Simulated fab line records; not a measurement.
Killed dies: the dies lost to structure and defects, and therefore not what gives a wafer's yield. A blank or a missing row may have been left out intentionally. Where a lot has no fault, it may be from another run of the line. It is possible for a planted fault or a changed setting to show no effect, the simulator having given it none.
A lot that was struck, set against a sound lot || flow sfqLine || 17 steps out of a route of 325
Sound: the wafers L965.1, L965.3, L965.4. Struck: wafers L969.3, L969.4, L969.6. At the end, the cause is stated.
Per side, at each step with rows, come the tool, then ch with its chambers, and then its first start. Under that, the readings that differ: sound wafers || struck wafers || difference of the means || sigmas: that difference in standard deviations of wafers without a fault.
alike: words and numbers the same on both sides, and readings whose means are apart by under 2 such deviations; not compared: readings that were withheld, readings missing a value for some wafer, numbers with overlapping values and no deviation given by the record, and bounds like >300 which may hide the same value.
A row with sigmas, a row that says differs or no value, or rows on one side alone: a step with any of these is where the two part. Numbers that have no deviation but don't overlap get no sigmas and don't part them. Lack of a reading on every wafer of one side parts them only where that side has two or more wafers.

first, 2 steps without rows for these wafers: SFQ_TRILAYER_JJ_CE_LITHO_PEB_117 (peb time 60 s); SFQ_TRILAYER_JJ_CE_LITHO_DEVELOP_116 (time 60 s).
SFQ_JJ_OVL_MEAS_931:
  sound: overlay-01 at day 50 11:16; struck: overlay-01 at day 52 22:16
  alike: J5_OVL
SFQ_TRILAYER_JJ_CE_METRO_MEASURE_117:
  sound: cdSem-01 at day 50 11:18; struck: cdSem-02 at day 52 22:41
  alike: cdNm
SFQ_TRILAYER_JJ_CE_BARC_OPEN_RIE_150: chemistry O2, target BARC, target depth 240 nm, time 80 s.
  sound on rieMetal-02 ch 0,1, day 50 12:30; struck on rieMetal-01 ch 0,1, day 52 23:31
  alike: drypumpMotorCurrentA, oesProductAu
  not compared: rfHoursCounterH
SFQ_TRILAYER_JJ_CE_ETCH_RIE_118: chemistry SF6, target Nb, stops on Al2O3, time 97.7 s, target depth 170 nm.
  sound on rieMetal-02 ch 0,1, day 50 12:36; struck on rieMetal-01 ch 0,1, day 52 23:37
  alike: drypumpMotorCurrentA, oesProductAu
  not compared: rfHoursCounterH
after that, 1 step had no rows for these wafers: SFQ_TRILAYER_JJ_ANODIZE_ANODIZE_119.
SFQ_TRILAYER_JJ_CE_STRIP_STRIP_120: strips in O2.
  sound on rieMetal-01 ch 0,1, day 50 13:12; struck on rieMetal-02 ch 0,1, day 53 00:23
  alike: drypumpMotorCurrentA, oesProductAu, platenTempC
  not compared: rfHoursCounterH
then, 4 steps without rows for these wafers: SFQ_TRILAYER_JJ_CE_STRIP_SOLV_CLEAN_121 (cleans in NMP, time 600 s); SFQ_TRILAYER_M5_LITHO_COAT_128 (resist thk 62 nm); SFQ_TRILAYER_M5_LITHO_COAT_123 (resist thk 600 nm); SFQ_TRILAYER_M5_LITHO_SOFTBAKE_127.
-- the record jumps here: 6 days lie between the struck wafers' starts before and after --
SFQ_TRILAYER_M5_LITHO_EXPOSE_124: exposes mask M5, target cd 700 nm.
  sound on krfScanner-01 ch 0, day 56 16:02; struck on krfScanner-01 ch 0, day 59 03:04
{"reading": "model.M5.overlayXNm (nm)", "sound": "1.997 1.997 1.997", "struck": "50.2 50.2 50.2", "difference": "+48.2", "sigmas": ""}
  alike: mask, exposureDoseMJCm2
then, 2 steps without rows for these wafers: SFQ_TRILAYER_M5_LITHO_PEB_126 (peb time 60 s); SFQ_TRILAYER_M5_LITHO_DEVELOP_125 (time 60 s).
SFQ_M5_OVL_MEAS_932:
  sound: overlay-01 at day 56 17:32; struck: overlay-02 at day 59 04:11
{"reading": "M5_OVL (nm)", "sound": "0 4 3", "struck": "52 45 54", "difference": "+48", "sigmas": "+8"}
SFQ_TRILAYER_M5_BARC_OPEN_METAL_ETCH_161: etches BARC in O2, target depth 125 nm, time 41.7 s.
  sound on rieMetal-03 ch 0,1, day 56 17:34; struck on rieMetal-01 ch 0,1, day 59 04:14
  alike: drypumpMotorCurrentA, oesProductAu
  not compared: rfHoursCounterH

WHERE THEY PART
Within this record, at SFQ_M5_OVL_MEAS_932 only. Later steps at which nothing parts them and some readings are alike: SFQ_TRILAYER_M5_BARC_OPEN_METAL_ETCH_161.

WHY: the cause the simulator had injected
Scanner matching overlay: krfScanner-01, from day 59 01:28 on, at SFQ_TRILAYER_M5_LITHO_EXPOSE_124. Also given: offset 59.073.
